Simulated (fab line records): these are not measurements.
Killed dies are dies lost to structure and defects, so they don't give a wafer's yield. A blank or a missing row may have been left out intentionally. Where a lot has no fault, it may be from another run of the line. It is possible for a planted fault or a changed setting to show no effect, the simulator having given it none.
Which tool did it?    flow sky130    11 lots, 33 wafers sampled, at 4 steps of a route of 708

WHAT EACH GAUGE READ, for each wafer
SKY_CAPM_OVL_MEAS_12.
lot   measured      on          CAPM_OVL (nm)
L772  day 37 13:02  overlay-02  0.4 0.2 2.8
L774  day 38 05:32  overlay-02  -0.1 -2.1 0.3
L777  day 39 10:11  overlay-02  -0.9 -0.2 -0.2
L779  day 40 07:47  overlay-02  3.3 2.1 3.2
L782  day 40 18:12  overlay-01  -2.5 -2.4 -2.9
L784  day 41 11:12  overlay-01  2.0 0.3 0.0
L788  day 42 07:46  overlay-01  -0.9 -1.8 0.9
L789  day 42 13:17  overlay-01  2.4 2.6 0.9
L790  day 42 22:29  overlay-01  -1.5 -1.6 0.5
L791  day 43 04:32  overlay-02  1.4 2.3 0.5
L795  day 44 03:09  overlay-02  0.1 -1.5 -0.6

SKY_VIA3_THK_MEAS_01.
lot   measured      on             VIA3_HDPCVD_THK (nm)
L772  day 38 17:09  film metro-04  1616 1641 1635
L774  day 39 08:00  film metro-04  1660 1642 1651
L777  day 40 12:49  film metro-01  1606 1629 1611
L779  day 41 09:37  film metro-01  1648 1644 1659
L782  day 41 19:34  film metro-04  1600 1637 1608
L784  day 42 12:26  film metro-04  1651 1641 1635
L788  day 43 08:37  film metro-01  1932 1977 1951
L789  day 43 14:38  film metro-04  1979 1960 1966
L790  day 43 22:43  film metro-01  1659 1652 1658
L791  day 44 05:01  film metro-01  1671 1624 1621
L795  day 45 02:44  film metro-02  1663 1627 1618

TOOL THAT RAN EACH LOT (tool first, then ch and the chambers of the sampled wafers, then the start)
lot   SKY_METAL3_STRIP_19                   SKY_VIA3_HDPCVD_00
L772  plasma asher-01 ch 0,1, day 38 16:18  hdpcvd-01 ch 1,2, day 38 16:59
L774  plasma asher-02 ch 0,1, day 39 07:13  hdpcvd-02 ch 0,1, day 39 07:50
L777  plasma asher-01 ch 1, day 40 12:02    hdpcvd-01 ch 1,2, day 40 12:38
L779  plasma asher-02 ch 0,1, day 41 08:52  hdpcvd-02 ch 0,1, day 41 09:25
L782  plasma asher-03 ch 0,1, day 41 18:48  hdpcvd-01 ch 0,2, day 41 19:23
L784  plasma asher-01 ch 0,1, day 42 11:40  hdpcvd-01 ch 0,2, day 42 12:15
L788  plasma asher-03 ch 0,1, day 43 07:49  hdpcvd-01 ch 0,1,2, day 43 08:26
L789  plasma asher-02 ch 0,1, day 43 13:50  hdpcvd-01 ch 0,2, day 43 14:28
L790  plasma asher-01 ch 0,1, day 43 21:58  hdpcvd-02 ch 0,1, day 43 22:33
L791  plasma asher-03 ch 0, day 44 04:15    hdpcvd-02 ch 0,1,2, day 44 04:50
L795  plasma asher-02 ch 1, day 45 01:58    hdpcvd-02 ch 0,2, day 45 02:33
- SKY_METAL3_STRIP_19: strips in O2/N2.
- SKY_VIA3_HDPCVD_00: deposits SiO2, target thk 1635 nm, time 272.5 s.

AS READ BY THE TOOLS THEMSELVES (means over the sampled wafers that have a number; for cases with no such wafer, the mark the record gives instead)
SKY_METAL3_STRIP_19.
lot   tool             drypump motor current A (A)  oes product au (a.u.)  strip time to endpoint s (s)
L772  plasma asher-01  6.1                          0.507                  6.58
L774  plasma asher-02  5.2                          0.505                  6.56
L777  plasma asher-01  5.1                          0.505                  6.63
L779  plasma asher-02  5.2                          0.502                  6.59
L782  plasma asher-03  5.5                          0.503                  6.56
L784  plasma asher-01  6.1                          0.504                  6.61
L788  plasma asher-03  5.5                          0.508                  6.62
L789  plasma asher-02  5.2                          0.501                  6.58
L790  plasma asher-01  6.0                          0.507                  6.60
L791  plasma asher-03  5.4                          0.510                  6.67
L795  plasma asher-02  4.8                          0.506                  6.62

SKY_VIA3_HDPCVD_00.
lot   tool       sih4 flow sccm (sccm)
L772  hdpcvd-01  60.01
L774  hdpcvd-02  59.97
L777  hdpcvd-01  60.10
L779  hdpcvd-02  60.00
L782  hdpcvd-01  60.12
L784  hdpcvd-01  60.08
L788  hdpcvd-01  71.88
L789  hdpcvd-01  72.17
L790  hdpcvd-02  60.01
L791  hdpcvd-02  60.11
L795  hdpcvd-02  60.15

THE ANSWER, worked out from the rows above alone
Rule: usual is defined by the lots themselves. The widest of any qualifying gaps counts: lots, ordered by their means at a reading, are off when they make up no more than a third of the lots, leave a main group of 4 or more, and stand apart from it by 3 or more times the standard deviation of that group's means. The tables above print the reading to a certain number of digits; a main group whose means all agree to those digits is not used. Also off: a lot with no number at a reading for which 4 or more lots have one. Any other lot the step has rows for is counted as sound. The gauges are gone through in route order, then the tools' own readings, and for those a lot's mean is taken as printed above. At the first step where some lot is off, the reading lying furthest off is the one used; lots without a number count as furthest.
Off: L788, L789, seen at SKY_VIA3_THK_MEAS_01 (VIA3_HDPCVD_THK). The main group has a mean of 1637 nm with a standard deviation of 14.
A tool fits if, at a process step before that reading, it ran every lot that is off, and no sound lot after the first of them. The gauges at SKY_VIA3_THK_MEAS_01 aren't tried: what is off there is off at SKY_VIA3_HDPCVD_00 too, on other tools, and a gauge's error can't cause that. One fits: hdpcvd-01 at SKY_VIA3_HDPCVD_00. Its last sound lot is L784 (day 42 12:15), its first lot that is off L788 (day 43 08:26): a fault that began between those two fits.
On the lots that are off, the tool's own readings at SKY_VIA3_HDPCVD_00 differ by more than 5 times the standard deviation of the sound lots' means, which bears it out; sih4 flow sccm reads 72.03 sccm there versus 60.06 sccm on the sound lots.

WHAT THE SIMULATOR PUT IN
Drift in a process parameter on hdpcvd-01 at SKY_VIA3_HDPCVD_00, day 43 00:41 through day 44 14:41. Setting sih4 flow sccm, moved by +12, from 60. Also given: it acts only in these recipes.
Shown lots that were struck: L788, L789. The same result came from the rule above.
